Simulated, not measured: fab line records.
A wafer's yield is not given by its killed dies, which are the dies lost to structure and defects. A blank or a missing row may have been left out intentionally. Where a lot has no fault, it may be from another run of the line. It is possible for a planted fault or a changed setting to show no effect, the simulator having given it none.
A struck lot beside a sound one | flow sky130 | 38 steps out of a route of 708
Sound: wafers L696.3, L696.4, L696.5. Struck: wafer L701.1 (L701.2, L701.5, from the same lot, were not struck and are left out); the cause is given at the end.
At each step with rows: each side's tool, then ch and its chambers, then its first start. Under that, the readings that differ: sound wafers | struck wafers | difference of the means | sigmas: that difference in standard deviations of wafers without a fault.
alike: words and numbers the same on both sides, and readings whose means are apart by under 2 such deviations; not compared: readings that were withheld, readings missing a value for some wafer, numbers with overlapping values and no deviation given by the record, and bounds like >300 which may hide the same value.
A row with sigmas, a row that says differs or no value, or rows on one side alone: a step with any of these is where the two part. Numbers that don't overlap but have no deviation are shown without sigmas and don't part them. A reading missing from all wafers of one side parts the sides only when that side holds two or more wafers.

first, 9 steps without rows for these wafers: SKY_VIA2_SPUTTER_20 (material TiN, target thk 20 nm, time 80 s); SKY_VIA2_CVD_21 (deposits W, target thk 420 nm, time 126.4 s); SKY_VIA2_CMP_24 (polishes, stops on SiO2, t overpolish 20 s, target thk 0 nm); SKY_METAL3_SPUTTER_00 (material Ti, target thk 15 nm, time 10 s); SKY_METAL3_SPUTTER_01 (material TiN, target thk 20 nm, time 16.7 s); SKY_METAL3_SPUTTER_02 (material AlCu, target thk 735 nm, time 39.1 s); SKY_METAL3_SPUTTER_03 (material Ti, target thk 5 nm, time 3.3 s); SKY_METAL3_SPUTTER_04 (material TiN, target thk 70 nm, time 58.3 s); SKY_CAPM_CVD_00 (deposits SiO2, target thk 15.5 nm).
SKY_CAPM_SPUTTER_02: material TiN, target thk 200 nm, time 166.7 s.
  sound on pvd-sputter-01 at day 39 02:09; struck on pvd-sputter-01 at day 40 12:55
  reading                                  | sound             | struck | difference | sigmas
  model.TiN_of_CAPM_SPUTTER_02.thk-nm (nm) | 199.2 200.5 200.7 | 327.4  | +127.3     |
  alike: throttle-valve-pct
SKY_CAPM_RS_MEAS_03: measurement is done with a four-point probe.
  sound on film-metro-03 at day 39 02:18; struck on film-metro-03 at day 40 13:01
  reading              | sound          | struck | difference | sigmas
  CAPM_TIN_RS (ohm/sq) | 6.95 6.89 6.89 | 4.18   | -2.73      | -40
SKY_CAPM_THK_MEAS_04: measures by xrf.
  sound on film-metro-03 at day 39 02:24; struck on film-metro-03 at day 40 13:08
  reading           | sound             | struck | difference | sigmas
  CAPM_TIN_THK (nm) | 198.2 199.9 200.5 | 328.8  | +129.3     | +59
then, 7 steps without rows for these wafers: SKY_CAPM_DEHYDRATE_05 (time 60 s); SKY_CAPM_HMDS_06 (prime time 60 s); SKY_CAPM_COAT_07 (resist thk 1140 nm); SKY_CAPM_SOFTBAKE_08 (time 60 s); SKY_CAPM_EXPOSE_09 (exposes mask CAPM, target cd 1000 nm); SKY_CAPM_PEB_10; SKY_CAPM_DEVELOP_11 (develop time 60 s).
SKY_CAPM_METAL_ETCH_13: etches TiN in Cl2/BCl3, stops on SiO2, target depth 220 nm, time 62.9 s.
  sound on rie-metal-04 ch 0,1, day 40 03:13; struck on rie-metal-04 ch 1, day 41 12:20
  reading                | sound                | struck | difference                   | sigmas
  oes-product-au (a.u.)  | 0.945 0.943 0.946    | 0.995  | +0.050                       | +7
  rf-hours-counter-h (h) | - - -                | 13     | no value on the sound wafers |
  throttle-valve-pct (%) | 21.895 21.903 21.899 | 21.854 | -0.045                       | -5
  alike: drypump-motor-current-A, mfc-cl2-sccm
then, 16 steps without rows for these wafers: SKY_CAPM_STRIP_14 (strips in O2/N2); SKY_CAPM_STRIP_15 (strips in post etch residue remover, time 1200 s); SKY_CAPM_CLEAN_16 (cleans in IPA, time 180 s); SKY_CAPM_CLEAN_17 (cleans in O3/DIW); SKY_METAL3_DEHYDRATE_05 (time 60 s); SKY_METAL3_HMDS_06 (prime time 60 s); SKY_METAL3_COAT_07 (resist thk 60 nm); SKY_METAL3_COAT_08 (resist thk 1140 nm); SKY_METAL3_SOFTBAKE_09 (time 90 s); SKY_METAL3_EXPOSE_10 (exposes mask MM3, target cd 300 nm); SKY_METAL3_PEB_11; SKY_METAL3_DEVELOP_12 (develop time 60 s); SKY_METAL3_DESCUM_15 (chemistry O2, time 8 s); SKY_METAL3_ETCH_16 (etches BARC in N2/H2, stops on SiO2, time 88.2 s, target depth 60 nm); SKY_METAL3_ETCH_17 (etches SiO2 in C4F8/O2/Ar, stops on TiN, time 3.9 s, target depth 15 nm); SKY_METAL3_METAL_ETCH_18 (etches the open film in Cl2/BCl3, stops on SiO2, target depth 845 nm, time 183.1 s).
SKY_METAL3_STRIP_20: strips in post etch residue remover, time 1200 s.
  sound on wet-bench-03 ch 2, day 41 04:26; struck on wet-bench-03 ch 1, day 42 13:02
  reading                                  | sound             | struck | difference | sigmas
  model.TiN_of_CAPM_SPUTTER_02.thk-nm (nm) | 198.3 199.6 199.8 | 326.6  | +127.4     |
-- the record jumps here: 6 days lie between the struck wafers' starts before and after (it left off in module METAL3 and takes up again in module PAD_OPEN, whose first step shown is number 708 of the route) --
SKY_PAD_OPEN_PROBE_99:
  sound on prober-02 at day 47 22:37; struck on prober-01 at day 48 23:26
  reading                               | sound                   | struck | difference | sigmas
  killed-at-other                       | 1 3 2                   | 0      | -2         | -3
  model.etest.tester.sort-n-pass        | 403 393 397             | 0      | -398       |
  model.etest.tester.sort-yield-pct (%) | 81.91 79.88 80.69       | 0      | -81        |
  model.etest.tester.sort_bin_4_pct (%) | 0 0 0                   | 34.86  | +34.86     |
  model.etest.met3.line-ohm-um          | 0.1433 0.1417 0.1421    | 37.63  | +37.49     |
  model.etest.tester.sort_bin_3_pct (%) | 0.6098 0.813 0.813      | 49.08  | +48.33     |
  model.etest.via3-chain.rc-ohm         | 9.735 9.559 9.598       | 36.29  | +26.66     |
  model.etest.met3.rs-ohm-sq            | 0.04262 0.04239 0.04268 | 11.21  | +11.17     |
  model.etest.cap-mim.plate-ohm-sq      | 6.028 5.993 5.9         | 3.661  | -2.313     |
  alike: defect-limited-yield, killed_at_M0_to_M3, killed_at_M4_up, killed-at-contacts, killed-at-front-end, killed-dies, killed-open, killed-short

## WHERE THEY PART
Last at SKY_PAD_OPEN_PROBE_99 as far as this record goes, first at SKY_CAPM_RS_MEAS_03.

WHY: whatever the simulator had introduced
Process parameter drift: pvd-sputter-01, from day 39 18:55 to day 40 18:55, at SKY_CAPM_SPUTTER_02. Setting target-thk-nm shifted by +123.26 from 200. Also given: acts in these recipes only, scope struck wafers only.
